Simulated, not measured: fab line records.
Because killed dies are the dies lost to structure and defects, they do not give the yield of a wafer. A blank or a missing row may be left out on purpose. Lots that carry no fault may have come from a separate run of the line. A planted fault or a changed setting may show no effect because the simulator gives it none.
Problem report, 8D (eight disciplines) form, completed by code -- flow sky130 -- the parts of the form that need people (team, actions taken, sign-off) are left out

1. PROBLEM STATEMENT
Mean SD_P_TW at SKY_SD_P_TW_MEAS_11: 2623 over 9 wafers in 3 lots; fault-free wafers: 2795, standard deviation 20. That puts it -8.6 standard deviations away from the usual mean.
The first sign was on wafer L263.1 at day 30 13:32, on film_metro-02. The record holds 33 wafers of 11 lots with a number at this step. By rule, "out" or "out of limits" means more than 4 standard deviations away from the usual mean. The other wafers with a number count as sound.

2. WHAT IT IS AND WHAT IT IS NOT
question,is,is not
which readings at this step,SD_P_TW,-
which lots,"L263, L264, L266","L249, L250, L256, L258, L259, L260, L261, L265"
which wafers of those lots,all that have a number,-
read on which gauges,film_metro-02,"film_metro-03, film_metro-04"
when,from day 30 13:32,up to then (21 sound wafers); but 3 sound wafers of L265 came after

3. THE SUSPECTS, EACH WITH WHAT RULES IT OUT
Counting: a tool stays on the suspect list if, at a process step up to the reading, it processed all lots that are out and no sound lot following the first of them.
- the gauge at SKY_SD_P_TW_MEAS_11 has been ruled out. All the wafers that are out were read on film_metro-02, but those of them that SKY_SD_P_IMPLANT_09 has rows for are out there too, on other tools.
- implanter-03 at SKY_SD_P_IMPLANT_09: kept. Every lot that is out went through it, starting with L263 (day 30 13:17), and after that it ran no sound lot; the last sound lot it ran before then is L261 (day 30 06:43). On those wafers its own readings are out: dose_ions_cm2.
The count leaves implanter-03 at SKY_SD_P_IMPLANT_09.

4. THE CAUSE (what the simulator had put in)
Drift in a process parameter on implanter-03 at SKY_SD_P_IMPLANT_09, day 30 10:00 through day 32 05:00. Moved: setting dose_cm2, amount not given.
The count eliminated every tool but this one.

5. THE CHAIN OF EFFECTS, in route order
Rows list readings where the struck wafers' mean (over those with a number) sits beyond 3 standard deviations from the usual. Readings are gone through only where the record gives a usual standard deviation; hours: the median, over the lots, of the time from a lot's start at the first step in this table giving one to that lot's start at this step; sigmas: the change measured in usual standard deviations.
hours,step,reading,usual,on struck wafers,change,sigmas
0,SKY_SD_P_IMPLANT_09,dose_ions_cm2,3e+15,2e+15,-9e+14,-99 or more
0,SKY_SD_P_STRIP_10,strip_time_to_endpoint_s,17.51 s,16.77,-0.74,-20
0,SKY_SD_P_TW_MEAS_11,SD_P_TW,2795,2623,-172,-8.6
55,SKY_SD_N_RS_MEAS_17,SD_P_RS,147.0 ohm/sq,152.6,+5.6,+14
Its process steps:
- SKY_SD_P_IMPLANT_09
- SKY_SD_P_STRIP_10: strips in O2/N2.
At these later measuring or inspecting steps, every struck wafer for which the step has a row has a number for every such reading, and none has moved that far: SKY_LI_CONTACT_THK_MEAS_01.

6. WHAT WOULD HAVE CAUGHT IT SOONER
In this record the first reading out of limits at a measuring or inspecting step was taken at day 30 13:32, 4 hours after the fault began at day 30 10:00.
The tool's own readings at SKY_SD_P_IMPLANT_09 were out on every struck wafer that the step has a row for (dose_ions_cm2): an alarm limit on them would have fired on the first of those.
Lots out: 3; of these, L264, L266 started SKY_SD_P_IMPLANT_09 on implanter-03 after day 30 13:32. A hold on the tool at that time would have spared those 2.
